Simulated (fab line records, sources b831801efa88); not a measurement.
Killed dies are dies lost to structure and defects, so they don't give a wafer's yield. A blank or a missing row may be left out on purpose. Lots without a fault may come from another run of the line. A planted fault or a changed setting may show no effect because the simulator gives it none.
Which tool did it? | flow gf180mcu | 12 lots, 36 wafers sampled, at 6 steps of a route of 602

WHAT THE GAUGES READ, wafer by wafer
GF_HV_LDD_THK_MEAS_57. Usual: HV_LDD_CVD_56_THK 89.9 nm, standard deviation 0.83.
lot  | measured     | on            | HV_LDD_CVD_56_THK (nm) | flag
L382 | day 13 13:47 | film_metro-02 | 89.7 90.3 90.0         |
L384 | day 13 22:24 | film_metro-01 | 88.3 87.9 88.7         |
L385 | day 14 01:28 | film_metro-01 | 90.0 90.3 90.8         |
L387 | day 14 12:52 | film_metro-03 | 89.2 89.9 89.5         |
L386 | day 14 15:34 | film_metro-01 | 87.5 88.6 88.4         |
L389 | day 15 03:15 | film_metro-02 | 90.2 89.8 90.2         |
L388 | day 15 12:22 | film_metro-02 | 89.8 89.2 89.4         |
L390 | day 15 12:22 | film_metro-01 | 89.3 90.1 91.0         |
L391 | day 15 20:05 | film_metro-03 | 89.4 90.8 90.6         |
L392 | day 16 02:19 | film_metro-03 | 90.4 90.0 90.5         |
L396 | day 17 08:07 | film_metro-02 | 90.0 90.9 89.4         |
L403 | day 19 17:10 | film_metro-03 | 77.7 78.1 77.3         | OFF

GF_NSD_TW_MEAS_12. Usual: NSD_TW 4269, standard deviation 30.
lot  | measured     | on            | NSD_TW         | flag
L382 | day 14 09:55 | film_metro-02 | 4277 4267 4259 |
L384 | day 14 19:09 | film_metro-04 | 4239 4256 4237 |
L385 | day 14 22:03 | film_metro-04 | 4219 4232 4225 |
L387 | day 15 09:36 | film_metro-02 | 4300 4268 4302 |
L386 | day 15 12:37 | film_metro-01 | 4289 4289 4288 |
L389 | day 16 01:21 | film_metro-01 | 4293 4277 4260 |
L388 | day 16 10:18 | film_metro-04 | 4244 4245 4218 |
L390 | day 16 09:56 | film_metro-02 | 4299 4291 4317 |
L391 | day 16 18:41 | film_metro-01 | 4291 4311 4296 |
L392 | day 17 01:00 | film_metro-01 | 4288 4311 4268 |
L396 | day 18 07:58 | film_metro-04 | 4248 4251 4233 |
L403 | day 20 17:27 | film_metro-02 | 4322 4329 4311 |

GF_CONTACT_THK_MEAS_01. Usual: CONTACT_CVD_00_THK 301 nm, standard deviation 3.4.
lot  | measured     | on            | CONTACT_CVD_00_THK (nm) | flag
L382 | day 16 06:26 | film_metro-03 | 298 303 299             |
L384 | day 16 15:36 | film_metro-03 | 300 302 302             |
L385 | day 16 18:19 | film_metro-02 | 300 304 299             |
L387 | day 17 07:25 | film_metro-03 | 303 301 303             |
L386 | day 17 10:35 | film_metro-03 | 302 298 298             |
L389 | day 18 01:43 | film_metro-02 | 302 299 304             |
L388 | day 18 10:31 | film_metro-03 | 301 295 294             |
L390 | day 18 10:04 | film_metro-01 | 299 305 303             |
L391 | day 18 19:39 | film_metro-01 | 302 298 303             |
L392 | day 19 02:28 | film_metro-03 | 303 294 302             |
L396 | day 20 09:57 | film_metro-02 | 300 299 299             |
L403 | day 22 17:43 | film_metro-02 | 305 305 302             |

WHICH TOOL RAN EACH LOT (tool, then ch and the chambers of the sampled wafers, then the start)
lot  | GF_HV_LDD_CVD_56            | GF_HV_LDD_ETCHBACK_58              | GF_SALICIDE_RTA_06
L382 | lpcvd-02 ch 0, day 13 10:33 | rie_diel-02 ch 2,3, day 13 13:50   | rtp_anneal-01 ch 0, day 16 06:07
L384 | lpcvd-01 ch 1, day 13 20:58 | rie_diel-01 ch 1,3, day 13 22:28   | rtp_anneal-02 ch 0, day 16 15:16
L385 | lpcvd-01 ch 0, day 14 00:02 | rie_diel-03 ch 2,3, day 14 01:31   | rtp_anneal-01 ch 0, day 16 17:58
L387 | lpcvd-02 ch 1, day 14 11:26 | rie_diel-02 ch 0,2,3, day 14 12:55 | rtp_anneal-02 ch 0, day 17 06:59
L386 | lpcvd-01 ch 0, day 14 14:08 | rie_diel-03 ch 0,3, day 14 15:37   | rtp_anneal-02 ch 0, day 17 10:10
L389 | lpcvd-02 ch 1, day 15 01:49 | rie_diel-03 ch 0,1,3, day 15 03:19 | rtp_anneal-01 ch 0, day 18 01:23
L388 | lpcvd-02 ch 1, day 15 10:56 | rie_diel-02 ch 1,2, day 15 12:25   | rtp_anneal-02 ch 0, day 18 10:10
L390 | lpcvd-02 ch 0, day 15 10:56 | rie_diel-01 ch 1,2,3, day 15 12:25 | rtp_anneal-01 ch 0, day 18 09:43
L391 | lpcvd-02 ch 1, day 15 18:39 | rie_diel-03 ch 0,2, day 15 20:08   | rtp_anneal-02 ch 0, day 18 19:13
L392 | lpcvd-02 ch 1, day 16 00:52 | rie_diel-03 ch 0,2, day 16 02:22   | rtp_anneal-01 ch 0, day 19 02:08
L396 | lpcvd-01 ch 0, day 17 06:41 | rie_diel-01 ch 0,1, day 17 08:10   | rtp_anneal-02 ch 0, day 20 09:37
L403 | lpcvd-02 ch 0, day 19 15:43 | rie_diel-03 ch 0,1, day 19 17:13   | rtp_anneal-01 ch 0, day 22 17:23
- GF_HV_LDD_CVD_56: deposits Si3N4 from DCS/NH3, target thk 90 nm, time 1543 s.
- GF_HV_LDD_ETCHBACK_58: etches Si3N4 in CH3F/O2, stops on SiO2, time 100 s, target depth 90 nm.
- GF_SALICIDE_RTA_06: time 30 s.

WHAT THE TOOLS THEMSELVES READ (means of the sampled wafers that have a number; where no wafer has one, the mark that the record gives instead)
GF_HV_LDD_CVD_56. Usual: spike_tc_upper_C 770.0 C, standard deviation 1.3.
lot  | tool     | spike_tc_upper_C (C) | flag
L382 | lpcvd-02 | 769.0                |
L384 | lpcvd-01 | 769.4                |
L385 | lpcvd-01 | 770.7                |
L387 | lpcvd-02 | 769.9                |
L386 | lpcvd-01 | 770.1                |
L389 | lpcvd-02 | 769.6                |
L388 | lpcvd-02 | 769.9                |
L390 | lpcvd-02 | 771.2                |
L391 | lpcvd-02 | 769.0                |
L392 | lpcvd-02 | 768.5                |
L396 | lpcvd-01 | 770.8                |
L403 | lpcvd-02 | 771.0                |

GF_HV_LDD_ETCHBACK_58. Usual: drypump_motor_current_A 5.5 A, standard deviation 0.39; oes_product_au 0.842 a.u., standard deviation 0.006; rf_fwd_power_W 397.4 W, standard deviation 1.4; throttle_valve_pct 10.561 %, standard deviation 0.01.
lot  | tool        | drypump_motor_current_A (A) | oes_product_au (a.u.) | rf_fwd_power_W (W) | throttle_valve_pct (%) | flag
L382 | rie_diel-02 | 5.0                         | 0.842                 | 397.9              | 10.562                 |
L384 | rie_diel-01 | 5.7                         | 0.833                 | 397.2              | 10.556                 |
L385 | rie_diel-03 | 5.4                         | 0.846                 | 398.3              | 10.560                 |
L387 | rie_diel-02 | 5.3                         | 0.842                 | 398.2              | 10.548                 |
L386 | rie_diel-03 | 5.7                         | 0.835                 | 397.5              | 10.558                 |
L389 | rie_diel-03 | 5.5                         | 0.844                 | 398.1              | 10.552                 |
L388 | rie_diel-02 | 5.2                         | 0.841                 | 396.3              | 10.557                 |
L390 | rie_diel-01 | 5.5                         | 0.844                 | 397.1              | 10.563                 |
L391 | rie_diel-03 | 5.5                         | 0.843                 | 397.7              | 10.556                 |
L392 | rie_diel-03 | 5.5                         | 0.844                 | 397.0              | 10.567                 |
L396 | rie_diel-01 | 5.2                         | 0.841                 | 395.0              | 10.571                 |
L403 | rie_diel-03 | 5.6                         | 0.783                 | 397.9              | 10.560                 | OFF

GF_SALICIDE_RTA_06. Usual: lamp_power_pct 6.1 %, standard deviation 0.63; wafer_temp_C_max 532.0, standard deviation 0.39.
lot  | tool          | lamp_power_pct (%) | wafer_temp_C_max | flag
L382 | rtp_anneal-01 | 6.9                | 532.0            |
L384 | rtp_anneal-02 | 5.6                | 532.0            |
L385 | rtp_anneal-01 | 6.9                | 531.8            |
L387 | rtp_anneal-02 | 5.6                | 531.9            |
L386 | rtp_anneal-02 | 5.6                | 532.5            |
L389 | rtp_anneal-01 | 6.9                | 531.8            |
L388 | rtp_anneal-02 | 5.6                | 532.3            |
L390 | rtp_anneal-01 | 6.9                | 532.0            |
L391 | rtp_anneal-02 | 5.6                | 531.8            |
L392 | rtp_anneal-01 | 6.9                | 532.0            |
L396 | rtp_anneal-02 | 5.6                | 532.5            |
L403 | rtp_anneal-01 | 6.9                | 531.9            |

THE ANSWER, worked out from the rows above alone
Rule: a lot is off if the mean of its wafers that have a number lies more than 3 standard deviations from the usual mean. A lot without any number at a reading at which 4 lots or more have one is off too. The other lots that the step has rows for count as sound. The gauges are gone through in route order, then the tools' own readings, and for those a lot's mean is taken as printed above. The first step at which some lot is off is used, and at that step the reading that is off furthest; a lot without a number counts as furthest.
Off: L403, at GF_HV_LDD_THK_MEAS_57 (HV_LDD_CVD_56_THK).
A tool fits if, at a process step before that reading, it ran every lot that is off, and no sound lot after the first of them. The gauges at GF_HV_LDD_THK_MEAS_57 aren't tried: what is off there is off at GF_HV_LDD_ETCHBACK_58 too, on other tools, and a gauge's error can't cause that. One fits: lpcvd-02 at GF_HV_LDD_CVD_56. Its last sound lot is L392 (day 16 00:52), its first lot that is off L403 (day 19 15:43): a fault that began between those two fits.

WHAT THE SIMULATOR HAD PUT IN
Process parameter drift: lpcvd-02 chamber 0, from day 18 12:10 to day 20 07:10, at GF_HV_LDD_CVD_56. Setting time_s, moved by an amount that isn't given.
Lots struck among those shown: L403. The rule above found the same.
